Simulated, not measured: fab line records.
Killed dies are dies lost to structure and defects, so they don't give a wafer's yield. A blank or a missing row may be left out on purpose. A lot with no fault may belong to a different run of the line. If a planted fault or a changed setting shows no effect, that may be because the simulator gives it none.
fab line records	flow gf180mcu
record: lots: 24	wafers: 72	last_day: 34
route steps=602 shown M4@457 V4@477 TOP_METAL@583 PASSIVATION@601
lots with no fault: from the same line, run without faults
start_h: hours from the record's opening day to when the first of the lot's shown wafers began	wait_h: hours elapsed since this lot's preceding step	" as in the row above	L1.1+2: several wafers, shown together as one row	- either no value or no given start	* or withheld: withheld	< > ~ a bound
route shown NAME@n: names a module that has steps shown in the file, with the first one's number in the route	usual: mean and standard deviation over wafers with no fault	same: alike in all rows	chamber/n: place in a boat	sites: the reading at each site	_std_site: how widely they spread, as a standard deviation	_edge_site: outer sites' mean less inner sites'	radius_mm: for every site, how far away it sits from the centre of the wafer	mask NAME#n: copy n	behind: the last tool/chamber to shape the wafer	hold: why the lot went on hold/how many hours it stayed there/how the hold came to an end	device: the n, p or np transistor that did not switch	end of line: the same wafers' tests at the end of the route	step lacking rows: just its recipe	killed: the dies lost at the first sort to structure and to defects; this is not the yield of the wafer	map: a wafer's dies, x killed, . not, _ none there
set.NAME: the setting as run; set.NAME@STEP: as run at that earlier step	model.NAME: the simulator's own value behind a step, which no gauge read
one table for each step of the route and one row for each wafer, over a sample of lots
services: the hour from which a tool's chamber was out of use, counted from the record's first day as start_h (under 0 if before that day), plus the number of hours and why
== steps ==
step: GF_M4_SPUTTER_01
recipe: material: TiN	target_thk_nm: 30	power_w: 6500	time_s: 25	chamber_pressure_pa: 0.4
usual: throttle_valve_pct: 29.5/1
lot.wafer	tool	chamber	start_h	wait_h	throttle_valve_pct
L074.1	pvd_sputter-03	-	515.62	0.1	30.7
L074.3	"	-	"	"	29.5
L074.4	"	-	"	"	28.8
L075.1	pvd_sputter-01	-	517.64	0.1	28.0
L075.5	"	-	"	"	27.9
L075.6	"	-	"	"	29.3
L076.1	pvd_sputter-04	-	526.37	0.1	29.6
L076.4	"	-	"	"	32.5
L076.6	"	-	"	"	32.3
L077.1	pvd_sputter-04	-	545.95	0.1	29.6
L077.5	"	-	"	"	29.9
L077.6	"	-	"	"	32.3
L078.1	pvd_sputter-04	-	555.29	0.1	30.1
L078.4	"	-	"	"	29.4
L078.5	"	-	"	"	29.7
L080.1	pvd_sputter-01	-	572.92	0.1	29.5
L080.4	"	-	"	"	28.1
L080.5	"	-	"	"	29.1
L079.2	pvd_sputter-01	-	575.29	0.1	29.6
L079.4	"	-	"	"	27.9
L079.5	"	-	"	"	29.6
L082.4	pvd_sputter-03	-	585.08	0.0	30.3
L082.5	"	-	"	"	30.4
L082.6	"	-	"	"	29.3
L081.1	pvd_sputter-01	-	586.66	0.1	29.6
L081.2	"	-	"	"	29.2
L081.6	"	-	"	"	27.8
L083.1	pvd_sputter-03	-	593.95	0.1	30.6
L083.5	"	-	"	"	30.6
L083.6	"	-	"	"	29.6
L084.2	pvd_sputter-01	-	603.90	0.1	29.3
L084.4	"	-	"	"	29.1
L084.6	"	-	"	"	29.7
L085.2	pvd_sputter-01	-	611.25	0.1	29.5
L085.4	"	-	"	"	28.2
L085.6	"	-	"	"	29.0
L086.3	pvd_sputter-01	-	612.22	0.1	29.7
L086.5	"	-	"	"	29.8
L086.6	"	-	"	"	28.0
L087.1	pvd_sputter-03	-	623.61	0.1	30.9
L087.3	"	-	"	"	28.6
L087.6	"	-	"	"	30.8
L088.1	pvd_sputter-01	-	624.81	0.1	29.8
L088.2	"	-	"	"	28.9
L088.6	"	-	"	"	29.4
L089.1	pvd_sputter-01	-	635.20	0.1	29.5
L089.4	"	-	"	"	29.1
L089.6	"	-	"	"	27.9
L090.1	pvd_sputter-03	-	642.20	0.1	28.6
L090.4	"	-	"	"	30.4
L090.6	"	-	"	"	30.8
L091.1	pvd_sputter-01	-	644.02	0.1	29.5
L091.2	"	-	"	"	28.7
L091.3	"	-	"	"	29.5
L092.1	pvd_sputter-03	-	652.55	0.1	30.3
L092.5	"	-	"	"	29.0
L092.6	"	-	"	"	30.6
L093.2	pvd_sputter-03	-	663.32	0.1	30.5
L093.4	"	-	"	"	30.6
L093.5	"	-	"	"	30.8
L094.1	pvd_sputter-03	-	667.35	0.1	28.8
L094.2	"	-	"	"	30.4
L094.6	"	-	"	"	30.7
L095.1	pvd_sputter-01	-	673.48	0.1	29.4
L095.4	"	-	"	"	28.2
L095.5	"	-	"	"	29.5
L096.1	pvd_sputter-04	-	681.35	0.1	29.3
L096.4	"	-	"	"	29.0
L096.5	"	-	"	"	29.4
L097.1	pvd_sputter-03	-	689.82	0.1	30.3
L097.2	"	-	"	"	29.6
L097.5	"	-	"	"	29.5
step: GF_M4_SPUTTER_03
recipe: material: Ti	target_thk_nm: 10	substrate_temp_c: 300	chamber_pressure_pa: 0.3	power_w: 3000	time_s: 6.7
usual: throttle_valve_pct: 29.5/1
lot.wafer	tool	chamber	start_h	wait_h	throttle_valve_pct
L074.1	pvd_sputter-03	-	515.68	0.0	30.6
L074.3	"	-	"	"	29.5
L074.4	"	-	"	"	28.7
L075.1	pvd_sputter-01	-	517.70	0.0	27.9
L075.5	"	-	"	"	28.0
L075.6	"	-	"	"	29.2
L076.1	pvd_sputter-04	-	526.43	0.0	29.3
L076.4	"	-	"	"	32.4
L076.6	"	-	"	"	32.3
L077.1	pvd_sputter-04	-	546.02	0.0	29.2
L077.5	"	-	"	"	29.9
L077.6	"	-	"	"	32.2
L078.1	pvd_sputter-04	-	555.36	0.0	29.3
L078.4	"	-	"	"	29.1
L078.5	"	-	"	"	29.5
L080.1	pvd_sputter-01	-	572.98	0.0	29.7
L080.4	"	-	"	"	27.9
L080.5	"	-	"	"	29.3
L079.2	pvd_sputter-01	-	575.35	0.0	29.2
L079.4	"	-	"	"	27.9
L079.5	"	-	"	"	29.5
L082.4	pvd_sputter-03	-	585.13	0.0	30.3
L082.5	"	-	"	"	30.6
L082.6	"	-	"	"	29.4
L081.1	pvd_sputter-01	-	586.72	0.0	29.5
L081.2	"	-	"	"	29.4
L081.6	"	-	"	"	28.3
L083.1	pvd_sputter-03	-	594.01	0.0	30.7
L083.5	"	-	"	"	30.7
L083.6	"	-	"	"	29.8
L084.2	pvd_sputter-01	-	603.96	0.0	29.3
L084.4	"	-	"	"	28.9
L084.6	"	-	"	"	29.6
L085.2	pvd_sputter-01	-	611.31	0.0	29.5
L085.4	"	-	"	"	27.8
L085.6	"	-	"	"	28.9
L086.3	pvd_sputter-01	-	612.28	0.0	29.1
L086.5	"	-	"	"	29.6
L086.6	"	-	"	"	28.2
L087.1	pvd_sputter-03	-	623.68	0.0	30.6
L087.3	"	-	"	"	28.6
L087.6	"	-	"	"	30.6
L088.1	pvd_sputter-01	-	624.88	0.0	29.8
L088.2	"	-	"	"	28.7
L088.6	"	-	"	"	29.4
L089.1	pvd_sputter-01	-	635.26	0.0	29.1
L089.4	"	-	"	"	29.0
L089.6	"	-	"	"	28.2
L090.1	pvd_sputter-03	-	642.26	0.0	28.9
L090.4	"	-	"	"	30.4
L090.6	"	-	"	"	30.5
L091.1	pvd_sputter-01	-	644.08	0.0	29.5
L091.2	"	-	"	"	28.8
L091.3	"	-	"	"	29.5
L092.1	pvd_sputter-03	-	652.61	0.0	30.8
L092.5	"	-	"	"	28.6
L092.6	"	-	"	"	30.7
L093.2	pvd_sputter-03	-	663.38	0.0	30.4
L093.4	"	-	"	"	30.5
L093.5	"	-	"	"	30.8
L094.1	pvd_sputter-03	-	667.41	0.0	28.5
L094.2	"	-	"	"	30.5
L094.6	"	-	"	"	30.6
L095.1	pvd_sputter-01	-	673.54	0.0	29.6
L095.4	"	-	"	"	28.1
L095.5	"	-	"	"	29.3
L096.1	pvd_sputter-04	-	681.41	0.0	29.3
L096.4	"	-	"	"	28.9
L096.5	"	-	"	"	29.2
L097.1	pvd_sputter-03	-	689.88	0.0	30.3
L097.2	"	-	"	"	29.8
L097.5	"	-	"	"	29.6
step: GF_V4_THK_MEAS_01
recipe: reads: SiO2_of_V4_CVD_00
usual: V4_CVD_00_THK: 601/7.8
lot.wafer	tool	chamber	start_h	wait_h	V4_CVD_00_THK[nm]
L074.1	film_metro-01	-	539.49	0.0	601
L074.3	"	-	"	"	603
L074.4	"	-	"	"	600
L075.1	film_metro-04	-	541.27	0.0	613
L075.5	"	-	"	"	609
L075.6	"	-	"	"	602
L076.1	film_metro-04	-	549.76	0.0	613
L076.4	"	-	"	"	618
L076.6	"	-	"	"	613
L077.1	film_metro-04	-	569.24	0.0	602
L077.5	"	-	"	"	606
L077.6	"	-	"	"	601
L078.1	film_metro-03	-	577.72	0.0	608
L078.4	"	-	"	"	601
L078.5	"	-	"	"	616
L080.1	film_metro-03	-	594.95	0.0	601
L080.4	"	-	"	"	599
L080.5	"	-	"	"	597
L079.2	film_metro-01	-	597.29	0.1	613
L079.4	"	-	"	"	606
L079.5	"	-	"	"	607
L082.4	film_metro-04	-	607.04	0.0	605
L082.5	"	-	"	"	603
L082.6	"	-	"	"	611
L081.1	film_metro-01	-	608.56	0.0	603
L081.2	"	-	"	"	599
L081.6	"	-	"	"	601
L083.1	film_metro-03	-	614.37	0.0	611
L083.5	"	-	"	"	617
L083.6	"	-	"	"	595
L084.2	film_metro-03	-	622.74	0.0	605
L084.4	"	-	"	"	611
L084.6	"	-	"	"	606
L085.2	film_metro-03	-	631.45	0.0	598
L085.4	"	-	"	"	600
L085.6	"	-	"	"	594
L086.3	film_metro-04	-	632.81	0.1	610
L086.5	"	-	"	"	607
L086.6	"	-	"	"	615
L087.1	film_metro-04	-	644.46	0.0	598
L087.3	"	-	"	"	605
L087.6	"	-	"	"	594
L088.1	film_metro-03	-	646.48	0.0	606
L088.2	"	-	"	"	614
L088.6	"	-	"	"	589
L089.1	film_metro-04	-	655.78	0.0	597
L089.4	"	-	"	"	586
L089.6	"	-	"	"	596
L090.1	film_metro-01	-	662.84	0.0	597
L090.4	"	-	"	"	593
L090.6	"	-	"	"	592
L091.1	film_metro-04	-	664.74	0.0	599
L091.2	"	-	"	"	611
L091.3	"	-	"	"	595
L092.1	film_metro-04	-	672.51	0.0	597
L092.5	"	-	"	"	597
L092.6	"	-	"	"	594
L093.2	film_metro-04	-	684.04	0.0	591
L093.4	"	-	"	"	606
L093.5	"	-	"	"	602
L094.1	film_metro-01	-	686.63	0.0	598
L094.2	"	-	"	"	615
L094.6	"	-	"	"	607
L095.1	film_metro-03	-	693.04	0.0	589
L095.4	"	-	"	"	580
L095.5	"	-	"	"	590
L096.1	film_metro-04	-	700.66	0.0	599
L096.4	"	-	"	"	603
L096.5	"	-	"	"	607
L097.1	film_metro-04	-	709.06	0.0	595
L097.2	"	-	"	"	603
L097.5	"	-	"	"	602
step: GF_V4_CVD_02
recipe: material: SiO2	target_thk_nm: 850	precursor: TEOS	temp_c: 400	time_s: 94.851	rf_w: 600
usual: heater_power_outer_w: 401/80	heater_power_w: 699/110
lot.wafer	tool	chamber	start_h	wait_h	heater_power_outer_w	heater_power_w
L074.1	pecvd-03	1	539.55	0.1	357	654
L074.3	"	2	"	"	496	809
L074.4	"	2	"	"	394	673
L075.1	pecvd-01	2	541.33	0.1	461	735
L075.5	"	0	"	"	535	976
L075.6	"	2	"	"	368	639
L076.1	pecvd-04	1	549.82	0.1	383	636
L076.4	"	2	"	"	462	811
L076.6	"	0	"	"	496	809
L077.1	pecvd-01	0	569.30	0.1	434	820
L077.5	"	1	"	"	262	521
L077.6	"	2	"	"	463	783
L078.1	pecvd-03	1	577.78	0.1	312	611
L078.4	"	1	"	"	336	631
L078.5	"	2	"	"	402	672
L080.1	pecvd-03	0	595.01	0.1	315	570
L080.4	"	1	"	"	365	679
L080.5	"	0	"	"	350	621
L079.2	pecvd-01	2	597.34	0.0	455	727
L079.4	"	1	"	"	259	528
L079.5	"	2	"	"	458	776
L082.4	pecvd-03	0	607.11	0.1	288	531
L082.5	"	1	"	"	260	536
L082.6	"	2	"	"	399	685
L081.1	pecvd-04	1	608.62	0.1	329	571
L081.2	"	2	"	"	464	778
L081.6	"	0	"	"	484	813
L083.1	pecvd-01	0	614.43	0.1	444	830
L083.5	"	0	"	"	503	885
L083.6	"	2	"	"	503	787
L084.2	pecvd-03	2	622.79	0.0	524	858
L084.4	"	1	"	"	351	659
L084.6	"	0	"	"	281	529
L085.2	pecvd-03	2	631.50	0.0	449	757
L085.4	"	1	"	"	352	652
L085.6	"	2	"	"	483	793
L086.3	pecvd-01	2	632.85	0.0	420	687
L086.5	"	2	"	"	433	730
L086.6	"	0	"	"	529	954
L087.1	pecvd-04	0	644.52	0.1	380	660
L087.3	"	2	"	"	480	782
L087.6	"	2	"	"	494	837
L088.1	pecvd-04	2	646.54	0.1	363	664
L088.2	"	0	"	"	405	688
L088.6	"	0	"	"	446	745
L089.1	pecvd-04	0	655.84	0.1	514	856
L089.4	"	1	"	"	386	623
L089.6	"	0	"	"	399	667
L090.1	pecvd-01	2	662.90	0.1	468	768
L090.4	"	2	"	"	490	787
L090.6	"	0	"	"	518	934
L091.1	pecvd-03	0	664.80	0.1	368	641
L091.2	"	2	"	"	482	790
L091.3	"	1	"	"	322	633
L092.1	pecvd-01	1	672.57	0.1	270	522
L092.5	"	2	"	"	485	779
L092.6	"	1	"	"	286	567
L093.2	pecvd-04	1	684.09	0.0	414	646
L093.4	"	1	"	"	421	687
L093.5	"	0	"	"	460	774
L094.1	pecvd-03	0	686.69	0.1	320	580
L094.2	"	2	"	"	455	746
L094.6	"	1	"	"	256	530
L095.1	pecvd-04	1	693.10	0.1	339	597
L095.4	"	1	"	"	380	641
L095.5	"	2	"	"	376	650
L096.1	pecvd-03	2	700.72	0.1	442	733
L096.4	"	0	"	"	270	522
L096.5	"	1	"	"	365	666
L097.1	pecvd-03	0	709.12	0.1	334	613
L097.2	"	1	"	"	328	630
L097.5	"	0	"	"	353	627
step: GF_TOP_METAL_METAL_ETCH_16
recipe: chemistry: Cl2/BCl3	mask_material: NOVOLAK	target_depth_nm: 1077.5	stop_on: SiO2	pressure_mtorr: 8	icp_w: 800	bias_w: 140	Cl2_flow_sccm: 80	bcl3_flow_sccm: 40	time_s: 179.6
usual: drypump_motor_current_A: 5.6/0.36	mfc_cl2_sccm: 80.06/0.2	oes_product_au: 0.965/0.0073	throttle_valve_pct: 28.258/0.011
lot.wafer	tool	chamber	start_h	wait_h	drypump_motor_current_A	mfc_cl2_sccm	oes_product_au	rf_hours_counter_h	throttle_valve_pct
L074.1	rie_metal-04	1	648.87	0.0	6.1	80.04	0.971	8	28.267
L074.3	"	0	"	"	5.5	80.15	0.967	-	28.245
L074.4	"	1	"	"	6.1	80.26	0.958	-	28.243
L075.1	rie_metal-01	0	649.88	0.0	5.4	79.95	0.960	14	28.260
L075.5	"	0	"	"	5.4	80.18	0.958	-	28.259
L075.6	"	1	"	"	5.3	79.72	0.970	-	28.235
L076.1	rie_metal-02	0	658.87	0.0	5.2	80.12	0.966	7	28.266
L076.4	"	1	"	"	6.3	79.85	0.959	-	28.265
L076.6	"	0	"	"	5.2	80.16	0.978	-	28.254
L077.1	rie_metal-04	0	681.37	0.0	5.5	80.24	0.965	7	28.259
L077.5	"	0	"	"	5.5	80.14	0.970	-	28.249
L077.6	"	1	"	"	6.1	79.97	0.962	-	28.276
L078.1	rie_metal-04	0	683.62	0.0	5.5	80.15	0.960	8	28.254
L078.4	"	1	"	"	6.2	80.33	0.962	-	28.272
L078.5	"	0	"	"	5.5	80.02	0.957	-	28.251
L080.1	rie_metal-01	1	697.02	0.0	5.3	79.66	0.964	11	28.264
L080.4	"	0	"	"	5.4	79.87	0.968	-	28.259
L080.5	"	0	"	"	5.4	80.07	0.971	-	28.252
L079.2	rie_metal-01	1	701.02	0.0	5.3	79.48	0.971	11	28.246
L079.4	"	1	"	"	5.3	79.99	0.967	-	28.258
L079.5	"	1	"	"	5.3	80.09	0.962	-	28.271
L082.4	rie_metal-02	1	708.22	0.1	6.3	80.36	0.957	-	28.269
L082.5	"	0	"	"	5.2	79.98	0.953	-	28.256
L082.6	"	1	"	"	6.2	79.87	0.961	-	28.251
L081.1	rie_metal-04	1	708.62	0.0	6.1	80.21	0.958	11	28.252
L081.2	"	0	"	"	5.5	80.26	0.961	9	28.273
L081.6	"	0	"	"	5.5	80.37	0.956	-	28.249
L083.1	rie_metal-04	0	713.92	0.0	5.5	79.90	0.961	9	28.242
L083.5	"	0	"	"	5.5	80.21	0.955	-	28.265
L083.6	"	1	"	"	6.1	79.89	0.960	-	28.249
L084.2	rie_metal-01	1	724.37	0.0	5.3	80.07	0.962	12	28.259
L084.4	"	0	"	"	5.4	79.83	0.968	-	28.271
L084.6	"	1	"	"	5.3	79.83	0.962	-	28.278
L085.2	rie_metal-04	0	730.42	0.0	5.5	80.38	0.963	10	28.252
L085.4	"	1	"	"	6.1	80.27	0.960	-	28.265
L085.6	"	1	"	"	6.1	80.03	0.982	-	28.249
L086.3	rie_metal-02	1	731.57	0.1	6.3	79.92	0.968	-	28.263
L086.5	"	0	"	"	5.2	80.46	0.969	-	28.266
L086.6	"	1	"	"	6.2	79.94	0.971	-	28.237
L087.1	rie_metal-01	1	743.53	0.0	5.3	80.09	0.969	13	28.268
L087.3	"	0	"	"	5.4	80.17	0.976	-	28.241
L087.6	"	1	"	"	5.3	79.83	0.975	-	28.255
L088.1	rie_metal-01	0	745.03	0.0	5.4	80.29	0.968	3	28.265
L088.2	"	1	"	"	5.3	80.61	0.963	13	28.252
L088.6	"	1	"	"	5.3	80.08	0.955	-	28.255
L089.1	rie_metal-01	1	752.82	0.0	5.3	80.13	0.964	14	28.279
L089.4	"	1	"	"	5.3	79.96	0.955	-	28.271
L089.6	"	0	"	"	5.4	80.18	0.970	-	28.246
L090.1	rie_metal-04	0	758.12	0.0	5.5	80.42	0.983	11	28.245
L090.4	"	1	"	"	6.1	79.63	0.963	-	28.250
L090.6	"	0	"	"	5.5	80.32	0.961	-	28.269
L091.1	rie_metal-01	1	760.77	0.0	5.3	79.90	0.958	14	28.257
L091.2	"	0	"	"	5.4	80.28	0.948	4	28.261
L091.3	"	0	"	"	5.4	80.17	0.960	-	28.263
L092.1	rie_metal-01	1	766.48	0.0	5.3	79.89	0.951	15	28.265
L092.5	"	0	"	"	5.4	79.83	0.950	-	28.267
L092.6	"	1	"	"	5.3	79.77	0.961	-	28.282
L093.2	rie_metal-01	0	777.32	0.0	5.4	80.01	0.960	5	28.260
L093.4	"	1	"	"	5.3	80.12	0.960	-	28.253
L093.5	"	0	"	"	5.4	80.29	0.963	-	28.261
L094.1	rie_metal-04	0	779.62	0.0	5.5	80.16	0.966	12	28.257
L094.2	"	1	"	"	6.1	79.72	0.948	14	28.267
L094.6	"	0	"	"	5.5	80.32	0.957	-	28.268
L095.1	rie_metal-04	1	782.48	0.0	6.2	80.00	0.949	14	28.253
L095.4	"	1	"	"	6.2	80.01	0.962	-	28.246
L095.5	"	1	"	"	6.1	80.29	0.966	-	28.260
L096.1	rie_metal-04	0	790.67	0.0	5.5	80.05	0.977	13	28.250
L096.4	"	0	"	"	5.5	79.80	0.972	-	28.253
L096.5	"	0	"	"	5.5	79.95	0.959	-	28.264
L097.1	rie_metal-01	0	797.11	0.0	5.4	79.87	0.955	6	28.273
L097.2	"	1	"	"	5.3	80.17	0.970	16	28.254
L097.5	"	0	"	"	5.4	79.98	0.962	-	28.244
step: GF_PASSIVATION_BOW_MEAS_14
recipe: mode: bow
usual: PASSIVATION_BOW: 135/9.4
lot.wafer	tool	chamber	start_h	wait_h	PASSIVATION_BOW[um]
L074.1	film_metro-03	-	670.61	0.0	101
L074.3	"	-	"	"	117
L074.4	"	-	"	"	118
L075.1	film_metro-04	-	671.58	0.0	142
L075.5	"	-	"	"	133
L075.6	"	-	"	"	131
L076.1	film_metro-01	-	680.44	0.0	125
L076.4	"	-	"	"	132
L076.6	"	-	"	"	121
L077.1	film_metro-04	-	702.76	0.0	144
L077.5	"	-	"	"	142
L077.6	"	-	"	"	144
L078.1	film_metro-01	-	705.01	0.0	118
L078.4	"	-	"	"	131
L078.5	"	-	"	"	137
L080.1	film_metro-04	-	718.06	0.0	131
L080.4	"	-	"	"	135
L080.5	"	-	"	"	137
L079.2	film_metro-04	-	722.33	0.0	130
L079.4	"	-	"	"	137
L079.5	"	-	"	"	131
L082.4	film_metro-03	-	729.17	0.1	127
L082.5	"	-	"	"	122
L082.6	"	-	"	"	125
L081.1	film_metro-01	-	729.33	0.0	123
L081.2	"	-	"	"	126
L081.6	"	-	"	"	143
L083.1	film_metro-01	-	734.56	0.0	138
L083.5	"	-	"	"	136
L083.6	"	-	"	"	134
L084.2	film_metro-01	-	744.78	0.0	148
L084.4	"	-	"	"	141
L084.6	"	-	"	"	159
L085.2	film_metro-04	-	750.23	0.0	125
L085.4	"	-	"	"	124
L085.6	"	-	"	"	123
L086.3	film_metro-03	-	751.35	0.0	129
L086.5	"	-	"	"	140
L086.6	"	-	"	"	134
L087.1	film_metro-04	-	762.81	0.0	134
L087.3	"	-	"	"	139
L087.6	"	-	"	"	148
L088.1	film_metro-04	-	764.48	0.0	148
L088.2	"	-	"	"	147
L088.6	"	-	"	"	136
L089.1	film_metro-01	-	770.96	0.0	138
L089.4	"	-	"	"	142
L089.6	"	-	"	"	137
L090.1	film_metro-03	-	776.61	0.0	129
L090.4	"	-	"	"	137
L090.6	"	-	"	"	139
L091.1	film_metro-03	-	779.36	0.0	133
L091.2	"	-	"	"	157
L091.3	"	-	"	"	153
L092.1	film_metro-04	-	785.11	0.0	133
L092.5	"	-	"	"	136
L092.6	"	-	"	"	140
L093.2	film_metro-01	-	795.43	0.0	141
L093.4	"	-	"	"	142
L093.5	"	-	"	"	138
L094.1	film_metro-01	-	797.83	0.1	138
L094.2	"	-	"	"	142
L094.6	"	-	"	"	137
L095.1	film_metro-01	-	800.06	0.0	164
L095.4	"	-	"	"	152
L095.5	"	-	"	"	135
L096.1	film_metro-04	-	808.06	0.0	136
L096.4	"	-	"	"	137
L096.5	"	-	"	"	136
L097.1	film_metro-01	-	814.46	0.1	139
L097.2	"	-	"	"	141
L097.5	"	-	"	"	136
== services ==
tool	chamber	start_h	hours	kind
pvd_sputter-04	-	508.53	3.4	repair
pvd_sputter-03	-	522.53	13.6	repair
pvd_sputter-01	1	525.14	-	consumable_replace:kit
pvd_sputter-01	1	525.14	18.0	scheduled_down
pvd_sputter-01	1	525.14	18.0	vent_cycle
pecvd-04	0	532.30	3.7	repair
pecvd-01	1	536.08	10.8	repair
rie_metal-02	0	543.60	26.4	repair
pecvd-04	-	557.50	5.5	pm
pvd_sputter-04	-	569.29	9.8	repair
pvd_sputter-04	-	575.54	103.3	repair
pvd_sputter-04	-	580.15	2.5	repair
pvd_sputter-01	-	581.00	3.0	repair
pecvd-04	2	622.96	9.0	repair
rie_metal-04	-	656.68	2.8	pm
pvd_sputter-01	0	658.64	-	consumable_replace:kit
pecvd-04	-	664.74	0.8	pm
rie_metal-01	-	669.01	2.8	pm
pecvd-04	0	669.01	9.0	repair
pecvd-04	-	686.58	0.5	repair
pecvd-01	-	731.97	0.8	pm
pecvd-04	-	735.20	0.5	repair
rie_metal-02	-	743.17	24.5	repair
pecvd-01	-	744.66	2.8	pm
== key ==
fault none
